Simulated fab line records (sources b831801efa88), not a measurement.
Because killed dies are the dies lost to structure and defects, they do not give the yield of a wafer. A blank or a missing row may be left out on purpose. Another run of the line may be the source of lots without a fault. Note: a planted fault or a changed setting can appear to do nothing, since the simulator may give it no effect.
fab line records	flow sky130
record: lots: 12	wafers: 36	lastDay: 50
route steps=708 shown VIA2@523 VIA3@593 METAL4@602 PAD_OPEN@708
lots that met no fault: from a run of the same line without faults
startH: hours from the record's first day to the start of the lot's first wafer shown	waitH: how many hours have passed since the lot's step before this one	" identical to the entry in the row above	L1.1+2: one row covering several wafers at once	- no value, or no start was given	* or withheld: withheld	< > ~ a bound
route shown NAME@n: a module of which the file shows steps, and the number in the route of the first	usual: mean/standard deviation of fault-free wafers	same: alike in all rows	chamber/n: place in a boat	sites: each site's reading	_std_site: the standard deviation of these	_edge_site: mean of outer sites minus mean of inner sites	radiusMm: for every site, how far away it sits from the centre of the wafer	mask NAME#n: copy n	behind: the most recent tool/chamber to have shaped the wafer	hold: reason for holding the lot/hours on hold/outcome of the hold	device: the n, p or np transistor that did not switch	end of line: at the end of the route, the tests of the same wafers	step lacking rows: just its recipe	killed: dies lost to structure and defects at the first sort, not the wafer's yield	map: a wafer's dies, x killed, . not, _ none there
set.NAME: the setting the step ran with; set.NAME@STEP: the setting that earlier step ran with	model.NAME: the simulator's own value behind a step, which no gauge read
the route's steps for a sample of lots (tables are steps, rows are wafers)
services: from which hour (startH, from the record's first day; less than 0 if before it) a tool's chamber was out of use, for how many hours, and why
== steps ==
step: SKY_VIA2_STRIP_16
recipe: chemistry: O2/N2	powerW: 1400	pressureMtorr: 1500	platenTempC: withheld	o2FlowSccm: 3000	n2FlowSccm: 300	overashFraction: 0.5
usual: drypumpMotorCurrentA: 5.8/0.34	oesProductAu: 0.398/0.0048	stripTimeToEndpointS: 4.044/0.024
lot.wafer	tool	chamber	startH	waitH	drypumpMotorCurrentA	oesProductAu	rfHoursCounterH	stripTimeToEndpointS
L299.1	plasmaAsher-02	1	867.06	0.0	5.2	0.400	45	4.095
L299.2	"	0	"	"	6.4	0.397	45	4.079
L299.4	"	1	"	"	5.2	0.403	-	4.056
L300.3	plasmaAsher-02	1	875.74	0.1	5.2	0.398	-	4.028
L300.4	"	0	"	"	6.3	0.403	-	4.062
L300.5	"	1	"	"	5.2	0.396	-	4.005
L302.1	plasmaAsher-03	1	887.41	0.0	5.7	0.396	102	4.073
L302.4	"	1	"	"	5.7	0.402	-	4.063
L302.5	"	0	"	"	6.0	0.398	-	4.111
L303.2	plasmaAsher-01	1	890.26	0.0	5.7	0.408	78	4.026
L303.3	"	1	"	"	5.7	0.398	-	4.034
L303.4	"	0	"	"	5.8	0.390	-	4.004
L307.2	plasmaAsher-02	0	919.59	0.0	6.4	0.397	49	4.024
L307.4	"	0	"	"	6.4	0.401	-	4.025
L307.6	"	1	"	"	5.2	0.396	-	4.029
L308.1	plasmaAsher-01	1	921.44	0.0	5.7	0.392	82	3.990
L308.3	"	1	"	"	5.7	0.399	-	4.017
L308.5	"	0	"	"	5.8	0.400	-	4.031
L310.1	plasmaAsher-01	0	936.36	0.0	5.8	0.398	83	4.059
L310.3	"	0	"	"	5.8	0.406	-	4.050
L310.5	"	1	"	"	5.7	0.401	-	4.065
L311.3	plasmaAsher-01	1	942.85	0.1	5.7	0.402	-	4.050
L311.4	"	0	"	"	5.8	0.397	-	4.058
L311.5	"	0	"	"	5.8	0.398	-	4.048
L313.1	plasmaAsher-02	1	956.04	0.0	5.2	0.395	53	4.080
L313.4	"	0	"	"	6.4	0.387	-	4.032
L313.6	"	0	"	"	6.3	0.398	-	4.053
L317.1	plasmaAsher-02	1	975.51	0.0	5.2	0.400	55	4.025
L317.2	"	0	"	"	6.3	0.406	55	4.046
L317.3	"	1	"	"	5.2	0.400	-	3.983
L318.2	plasmaAsher-02	0	985.61	0.0	6.4	0.390	56	4.030
L318.3	"	1	"	"	5.2	0.404	-	4.036
L318.4	"	0	"	"	6.4	0.404	-	4.030
L322.1	plasmaAsher-01	1	1013.91	0.0	5.7	0.398	89	4.020
L322.3	"	1	"	"	5.7	0.407	-	4.031
L322.4	"	0	"	"	5.7	0.396	-	4.048
step: SKY_VIA3_SPUTTER_20
recipe: material: TiN	targetThkNm: 20	chamberPressurePa: 5	powerW: 4000	timeS: 80
usual: chamberPressurePa: 5.001/0.0097	throttleValvePct: 30.3/1.6
lot.wafer	tool	chamber	startH	waitH	chamberPressurePa	throttleValvePct
L299.1	pvdSputter-01	-	947.74	0.0	5.000	31.1
L299.2	"	-	"	"	4.994	27.8
L299.4	"	-	"	"	5.017	30.0
L300.3	pvdSputter-04	-	954.87	0.0	5.007	29.4
L300.4	"	-	"	"	4.996	31.9
L300.5	"	-	"	"	5.002	32.0
L302.1	pvdSputter-04	-	965.64	0.0	5.004	32.2
L302.4	"	-	"	"	4.998	31.7
L302.5	"	-	"	"	5.005	28.4
L303.2	pvdSputter-01	-	968.37	0.0	5.013	31.3
L303.3	"	-	"	"	4.998	27.8
L303.4	"	-	"	"	5.015	30.3
L307.2	pvdSputter-04	-	996.99	0.0	5.000	32.1
L307.4	"	-	"	"	4.998	29.6
L307.6	"	-	"	"	4.993	29.8
L308.1	pvdSputter-04	-	998.13	0.0	4.998	29.5
L308.3	"	-	"	"	4.984	32.0
L308.5	"	-	"	"	4.985	31.9
L310.1	pvdSputter-03	-	1011.15	0.0	4.999	32.9
L310.3	"	-	"	"	5.019	28.9
L310.5	"	-	"	"	4.999	29.5
L311.3	pvdSputter-03	-	1018.72	0.0	4.994	29.6
L311.4	"	-	"	"	5.010	29.0
L311.5	"	-	"	"	5.017	31.5
L313.1	pvdSputter-04	-	1029.45	0.0	5.003	29.8
L313.4	"	-	"	"	5.010	28.4
L313.6	"	-	"	"	5.008	29.5
L317.1	pvdSputter-03	-	1049.76	0.0	5.007	31.1
L317.2	"	-	"	"	5.000	29.3
L317.3	"	-	"	"	5.004	29.6
L318.2	pvdSputter-03	-	1057.50	0.0	4.990	29.4
L318.3	"	-	"	"	5.016	33.0
L318.4	"	-	"	"	5.001	29.2
L322.1	pvdSputter-04	-	1086.48	0.0	5.013	29.5
L322.3	"	-	"	"	5.010	28.4
L322.4	"	-	"	"	5.004	29.7
step: SKY_METAL4_SPUTTER_04
recipe: material: TiN	targetThkNm: 70	powerW: 6500	timeS: 58.3	chamberPressurePa: 0.4
usual: chamberPressurePa: 0.4000/0.00085	throttleValvePct: 30.4/1.2
lot.wafer	tool	chamber	startH	waitH	chamberPressurePa	throttleValvePct
L299.1	pvdSputter-04	-	948.51	0.0	0.4008	29.8
L299.2	"	-	"	"	0.3996	28.1
L299.4	"	-	"	"	0.4016	32.1
L300.3	pvdSputter-01	-	955.64	0.0	0.3980	27.6
L300.4	"	-	"	"	0.4000	31.0
L300.5	"	-	"	"	0.4001	31.3
L302.1	pvdSputter-04	-	966.41	0.0	0.3988	29.5
L302.4	"	-	"	"	0.4001	28.5
L302.5	"	-	"	"	0.3994	31.9
L303.2	pvdSputter-04	-	969.14	0.0	0.4000	31.9
L303.3	"	-	"	"	0.4001	28.3
L303.4	"	-	"	"	0.3981	31.9
L307.2	pvdSputter-02	-	997.77	0.0	0.4006	30.7
L307.4	"	-	"	"	0.4006	31.1
L307.6	"	-	"	"	0.4016	31.1
L308.1	pvdSputter-02	-	999.02	0.0	0.3995	31.2
L308.3	"	-	"	"	0.3994	29.1
L308.5	"	-	"	"	0.3996	31.9
L310.1	pvdSputter-02	-	1011.93	0.0	0.3993	32.3
L310.3	"	-	"	"	0.3996	30.3
L310.5	"	-	"	"	0.4001	30.4
L311.3	pvdSputter-01	-	1019.48	0.0	0.4020	30.8
L311.4	"	-	"	"	0.3991	27.7
L311.5	"	-	"	"	0.3997	30.8
L313.1	pvdSputter-02	-	1030.22	0.0	0.4009	30.5
L313.4	"	-	"	"	0.4004	31.3
L313.6	"	-	"	"	0.4016	28.7
L317.1	pvdSputter-02	-	1050.53	0.0	0.3996	31.9
L317.2	"	-	"	"	0.4003	31.2
L317.3	"	-	"	"	0.3998	30.5
L318.2	pvdSputter-04	-	1058.27	0.0	0.3978	29.4
L318.3	"	-	"	"	0.3994	31.9
L318.4	"	-	"	"	0.3991	29.6
L322.1	pvdSputter-02	-	1087.25	0.0	0.4014	31.2
L322.3	"	-	"	"	0.4002	30.2
L322.4	"	-	"	"	0.3996	31.7
step: SKY_METAL4_CD_MEAS_13
recipe: targetCdNm: 300
usual: cdNm: 299.1/1.5
lot.wafer	tool	chamber	startH	waitH	cdNm
L299.1	cdSem-02	-	996.97	-	300.6
L299.2	"	-	"	"	297.9
L299.4	"	-	"	"	299.7
L300.3	cdSem-02	-	1002.87	-	299.3
L300.4	"	-	"	"	298.7
L300.5	"	-	"	"	299.3
L302.1	cdSem-02	-	1013.62	-	299.1
L302.4	"	-	"	"	300.5
L302.5	"	-	"	"	300.2
L303.2	cdSem-02	-	1016.95	-	297.5
L303.3	"	-	"	"	300.3
L303.4	"	-	"	"	298.3
L307.2	cdSem-02	-	1044.15	-	300.4
L307.4	"	-	"	"	301.9
L307.6	"	-	"	"	300.1
L308.1	cdSem-01	-	1044.75	-	299.2
L308.3	"	-	"	"	299.9
L308.5	"	-	"	"	299.1
L310.1	cdSem-01	-	1058.45	-	297.9
L310.3	"	-	"	"	296.7
L310.5	"	-	"	"	298.5
L311.3	cdSem-01	-	1066.06	-	294.6
L311.4	"	-	"	"	295.8
L311.5	"	-	"	"	295.7
L313.1	cdSem-01	-	1075.42	-	298.1
L313.4	"	-	"	"	297.3
L313.6	"	-	"	"	298.6
L317.1	cdSem-01	-	1096.33	-	298.6
L317.2	"	-	"	"	299.0
L317.3	"	-	"	"	298.7
L318.2	cdSem-01	-	1101.94	-	300.8
L318.3	"	-	"	"	301.2
L318.4	"	-	"	"	301.3
L322.1	cdSem-01	-	1128.97	-	298.9
L322.3	"	-	"	"	298.0
L322.4	"	-	"	"	298.3
step: SKY_PAD_OPEN_PROBE_99
usual: defectLimitedYield: 82.5/2	killed_at_M0_to_M3: 43/7.1	killed_at_M4_up: 3.3/2	killedAtContacts: 24/5.1	killedAtFrontEnd: 15/4.6	killedAtOther: 0.3/0.6	killedDies: 86/9.6	killedOpen: 46/7.3	killedShort: 39/6.7	sort_bin_3_pad_short: 0.9/0.44	sort_bin_5_function: 10.4/1.5	sort_bin_6_memory: 6.2/1.1	sortNPass: 406/9.6	sortYieldPct: 82.5/2
same: grossDies: 492	killedAtBackSide: 0	sort_bin_4_leakage[%]: 0	sort_bin_8_speed[%]: 0
lot.wafer	tool	chamber	startH	waitH	defectLimitedYield[%]	killed_at_M0_to_M3	killed_at_M4_up	killedAtContacts	killedAtFrontEnd	killedAtOther	killedDies	killedOpen	killedShort	sort_bin_3_pad_short[%]	sort_bin_5_function[%]	sort_bin_6_memory[%]	sortNPass	sortYieldPct[%]
L303.2	prober-01	-	1110.78	0.1	79.1	60	2	30	11	0	103	62	41	1.2	12.4	7.3	389	79.1
L303.3	prober-01	-	1110.83	0.2	84.3	37	3	20	17	0	77	37	40	1.0	9.3	5.3	415	84.3
L303.4	prober-01	-	1110.88	0.2	82.5	39	6	26	15	0	86	39	47	1.0	10.2	6.3	406	82.5
L313.1	prober-01	-	1162.14	0.1	81.3	43	2	33	12	2	92	55	35	1.2	10.4	7.1	400	81.3
L313.4	prober-01	-	1162.29	0.2	79.3	53	2	31	16	0	102	64	38	1.2	12.2	7.3	390	79.3
L313.6	prober-01	-	1162.39	0.2	83.5	37	1	27	16	0	81	46	35	1.8	9.8	4.9	411	83.5
L317.1	prober-01	-	1177.83	0.1	85.4	37	4	23	8	0	72	39	33	0.8	8.5	5.3	420	85.4
L317.2	prober-01	-	1177.88	0.1	72.8	94	2	24	14	0	134	55	26	1.6	20.3	5.3	358	72.8
L317.3	prober-01	-	1177.93	0.2	81.3	40	1	32	19	0	92	54	38	0.6	10.2	7.9	400	81.3
L318.2	prober-02	-	1182.93	0.1	67.9	112	2	26	17	1	158	61	44	2.4	22.0	7.7	334	67.9
L318.3	prober-02	-	1182.98	0.2	81.3	44	5	23	19	1	92	44	47	1.4	11.0	6.3	400	81.3
L318.4	prober-02	-	1183.03	0.2	71.3	98	4	17	22	0	141	49	41	4.5	18.9	5.3	351	71.3
killed by level:class
L303.2 VIA1:geometricParticle:open=18 LI_CONTACT:geometricParticle:open=8 CONTACT:geometricParticle:short=7 CONTACT:geometricParticle:open=7 VIA2:geometricParticle:open=7 VIA3:geometricParticle:open=7 VIA1:geometricParticle:short=6 VIA3:geometricParticle:short=6
L303.3 METAL1:geometricParticle:short=7 CONTACT:geometricParticle:open=6 POLY_GATE:geometricParticle:short=5 VIA1:geometricParticle:open=5 VIA2:geometricParticle:open=5 FIELD_ISO:geometricParticle:short=4 POLY_GATE:geometricParticle:open=4 LI_CONTACT:geometricParticle:short=4
L303.4 VIA1:geometricParticle:short=10 CONTACT:geometricParticle:open=9 LOCAL_INTERCONNECT:geometricParticle:short=7 VIA1:geometricParticle:open=6 LI_CONTACT:geometricParticle:open=5 VIA3:geometricParticle:open=5 METAL4:geometricParticle:short=5 VIA2:geometricParticle:open=5
L313.1 CONTACT:geometricParticle:open=15 VIA1:geometricParticle:open=10 VIA3:geometricParticle:open=8 LI_CONTACT:geometricParticle:open=7 METAL1:geometricParticle:short=7 POLY_GATE:geometricParticle:open=4 METAL2:geometricParticle:short=4 LOCAL_INTERCONNECT:geometricParticle:short=3
L313.4 CONTACT:geometricParticle:open=14 VIA1:geometricParticle:open=12 VIA3:geometricParticle:open=10 LI_CONTACT:geometricParticle:open=7 VIA2:geometricParticle:open=7 LOCAL_INTERCONNECT:geometricParticle:short=6 FIELD_ISO:geometricParticle:short=5 POLY_GATE:geometricParticle:open=5
L313.6 CONTACT:geometricParticle:open=11 LI_CONTACT:geometricParticle:open=8 VIA2:geometricParticle:short=7 VIA1:geometricParticle:open=7 VIA3:geometricParticle:short=6 FIELD_ISO:geometricParticle:open=5 POLY_GATE:geometricParticle:open=5 LOCAL_INTERCONNECT:geometricParticle:short=4
L317.1 CONTACT:geometricParticle:open=9 VIA1:geometricParticle:open=7 VIA2:geometricParticle:open=7 VIA1:geometricParticle:short=5 LI_CONTACT:geometricParticle:open=4 FIELD_ISO:geometricParticle:short=3 LOCAL_INTERCONNECT:geometricParticle:open=3 CONTACT:geometricParticle:short=3
L317.2 VIA2:unspecified=53 CONTACT:geometricParticle:open=10 VIA1:geometricParticle:open=9 LI_CONTACT:geometricParticle:open=8 VIA2:geometricParticle:open=6 METAL2:geometricParticle:short=6 FIELD_ISO:geometricParticle:open=4 VIA3:geometricParticle:open=4
L317.3 CONTACT:geometricParticle:open=13 VIA1:geometricParticle:open=12 FIELD_ISO:geometricParticle:open=7 VIA3:geometricParticle:open=7 LI_CONTACT:geometricParticle:open=6 VIA1:geometricParticle:short=6 VIA2:geometricParticle:open=6 LOCAL_INTERCONNECT:geometricParticle:short=5
L318.2 VIA2:unspecified=52 VIA2:geometricParticle:open=15 LI_CONTACT:geometricParticle:open=10 METAL1:geometricParticle:short=10 VIA3:geometricParticle:open=7 CONTACT:geometricParticle:open=7 VIA1:geometricParticle:short=5 VIA2:geometricParticle:short=5
L318.3 CONTACT:geometricParticle:open=13 VIA1:geometricParticle:open=11 METAL2:geometricParticle:short=9 FIELD_ISO:geometricParticle:short=7 VIA2:geometricParticle:open=5 LI_CONTACT:geometricParticle:open=4 METAL2:geometricParticle:open=4 METAL1:geometricParticle:short=4
L318.4 VIA2:unspecified=50 VIA1:geometricParticle:open=15 VIA1:geometricParticle:short=8 METAL2:geometricParticle:short=5 VIA3:geometricParticle:open=5 CONTACT:geometricParticle:open=4 CONTACT:geometricParticle:short=4 POLY_GATE:geometricParticle:open=4
== services ==
tool	chamber	startH	hours	kind
plasmaAsher-03	-	870.19	6.1	repair
pvdSputter-01	-	882.35	0.6	repair
pvdSputter-03	-	882.81	15.7	repair
plasmaAsher-02	-	883.86	8.6	repair
plasmaAsher-02	-	884.26	3.9	repair
pvdSputter-03	-	884.85	2.9	repair
plasmaAsher-03	-	895.18	1.1	repair
plasmaAsher-01	-	924.18	2.8	pm
pvdSputter-01	-	932.95	8.8	repair
pvdSputter-01	-	957.74	1.2	repair
pvdSputter-03	-	958.76	12.5	repair
pvdSputter-04	3	962.08	-	consumableReplace:kit
pvdSputter-04	3	962.08	18.0	scheduledDown
pvdSputter-04	3	962.08	18.0	ventCycle
plasmaAsher-03	-	972.97	1.6	repair
plasmaAsher-01	-	982.05	14.0	repair
plasmaAsher-01	-	985.93	11.8	repair
pvdSputter-01	-	988.33	20.5	repair
plasmaAsher-03	-	1026.99	1.8	repair
pvdSputter-03	-	1049.97	4.4	repair
pvdSputter-02	-	1054.55	13.2	repair
plasmaAsher-03	-	1055.25	9.0	pm
plasmaAsher-01	-	1056.06	0.4	repair
pvdSputter-03	-	1068.77	4.7	repair
== key ==
firstSign: step: SKY_PAD_OPEN_PROBE_99	reading: killed_at_M0_to_M3	direction: up	sigmas: 8.2	usual: 43	struck: 101
effect: step: SKY_PAD_OPEN_PROBE_99	reading: sort_bin_5_function	direction: up	sigmas: 6.5	usual: 10.4	struck: 20.4
metAt SKY_VIA2_STRIP_16
struckLots L317,L318
struckWafers L317.2,L318.2,L318.4
notActingAt SKY_VIA3_SPUTTER_20,SKY_METAL4_SPUTTER_04,SKY_METAL4_CD_MEAS_13
onsetBetween 956.04 975.51
fault: kind: chamberParticleSource	tool: plasmaAsher-02	chamber: 0	onsetH: 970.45	steps: SKY_VIA2_STRIP_16	ratePerVisitCm2: 0.94257	endH: 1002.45
